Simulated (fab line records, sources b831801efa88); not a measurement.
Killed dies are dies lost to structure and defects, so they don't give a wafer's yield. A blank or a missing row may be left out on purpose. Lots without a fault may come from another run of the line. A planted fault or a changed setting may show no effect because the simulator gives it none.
Which tool did it? | flow gf180mcu | 6 lots, 18 wafers sampled, at 1 step of a route of 602

WHAT THE GAUGES READ, wafer by wafer
GF_V5_CD_MEAS_14: target cd 260 nm.
lot  | measured     | on        | cd_nm (nm)
L413 | day 28 10:55 | cd_sem-01 | 260.5 259.4 260.9
L417 | day 29 13:40 | cd_sem-02 | 259.6 257.4 257.7
L421 | day 30 13:52 | cd_sem-01 | 262.6 262.3 262.7
L422 | day 31 01:52 | cd_sem-02 | 257.8 259.0 258.1
L425 | day 31 22:08 | cd_sem-02 | 260.1 261.3 260.3
L428 | day 32 17:44 | cd_sem-01 | 259.2 260.0 260.9

WHICH TOOL RAN EACH LOT (tool, then ch and the chambers of the sampled wafers, then the start)
The record holds no process step before these readings.

THE ANSWER, worked out from the rows above alone
Rule: what is usual is taken from the lots themselves. Put in order of their means at a reading, lots are off if they are a third of the lots or fewer, leave a main group of 4 or more, and stand apart from it by a gap of 3 or more times the standard deviation of the main group's means; of several such gaps the widest counts. A main group whose means are all the same, to the digits that the tables above print for the reading, isn't used. A lot without any number at a reading at which 4 lots or more have one is off too. The other lots that the step has rows for count as sound.
No lot is off at any reading shown: from this, nothing can be told.

WHAT THE SIMULATOR HAD PUT IN
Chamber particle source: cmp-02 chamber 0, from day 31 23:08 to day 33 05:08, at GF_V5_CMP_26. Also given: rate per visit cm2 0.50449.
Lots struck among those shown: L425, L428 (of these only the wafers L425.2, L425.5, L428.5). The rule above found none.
